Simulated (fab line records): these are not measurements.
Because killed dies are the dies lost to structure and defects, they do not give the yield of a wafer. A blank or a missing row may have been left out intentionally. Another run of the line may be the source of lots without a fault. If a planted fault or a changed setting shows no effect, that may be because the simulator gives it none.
Which tool was responsible? / flow gf180mcu / Sampling: 7 lots, 21 wafers, 2 of 602 route steps

WHAT EACH GAUGE READ, for each wafer
GF_V5_BOW_MEAS_05.
lot=L763; measured=day 26 17:26; on=filmMetro-01; V5_BOW (um)=145 136 142
lot=L766; measured=day 27 13:04; on=filmMetro-01; V5_BOW (um)=133 132 128
lot=L770; measured=day 28 22:40; on=filmMetro-03; V5_BOW (um)=122 124 127
lot=L778; measured=day 31 10:02; on=filmMetro-03; V5_BOW (um)=137 141 135
lot=L783; measured=day 32 11:22; on=filmMetro-02; V5_BOW (um)=143 136 144
lot=L785; measured=day 32 20:45; on=filmMetro-01; V5_BOW (um)=121 127 123

WHAT TOOL EACH LOT RAN ON (gives the tool, then ch and the chambers of the sampled wafers, and finally the start)
lot=L763; GF_HV_LDD_DEVELOP_30=lithoTrack-01 ch 0, day 11 19:54
lot=L766; GF_HV_LDD_DEVELOP_30=lithoTrack-02 ch 0, day 12 13:40
lot=L770; GF_HV_LDD_DEVELOP_30=lithoTrack-01 ch 0, day 14 03:39
lot=L775; GF_HV_LDD_DEVELOP_30=lithoTrack-01 ch 0, day 16 03:37
lot=L778; GF_HV_LDD_DEVELOP_30=lithoTrack-02 ch 0, day 16 23:24
lot=L783; GF_HV_LDD_DEVELOP_30=lithoTrack-02 ch 0, day 18 09:22
lot=L785; GF_HV_LDD_DEVELOP_30=lithoTrack-01 ch 0, day 19 00:00
- GF_HV_LDD_DEVELOP_30: develop time 60 s.

THE ANSWER, worked out from the rows above alone
Rule: what is usual is taken from the lots themselves. The widest of any qualifying gaps counts: lots, ordered by their means at a reading, are off when they make up no more than a third of the lots, leave a main group of 4 or more, and stand apart from it by 3 or more times the standard deviation of that group's means. If all means in a main group match to the digits the tables above print for the reading, that group is not used. Also off: a lot with no number at a reading for which 4 or more lots have one. Any other lot the step has rows for is counted as sound.
No lot is off at any reading shown: from this, nothing can be told.

WHAT THE SIMULATOR PUT IN
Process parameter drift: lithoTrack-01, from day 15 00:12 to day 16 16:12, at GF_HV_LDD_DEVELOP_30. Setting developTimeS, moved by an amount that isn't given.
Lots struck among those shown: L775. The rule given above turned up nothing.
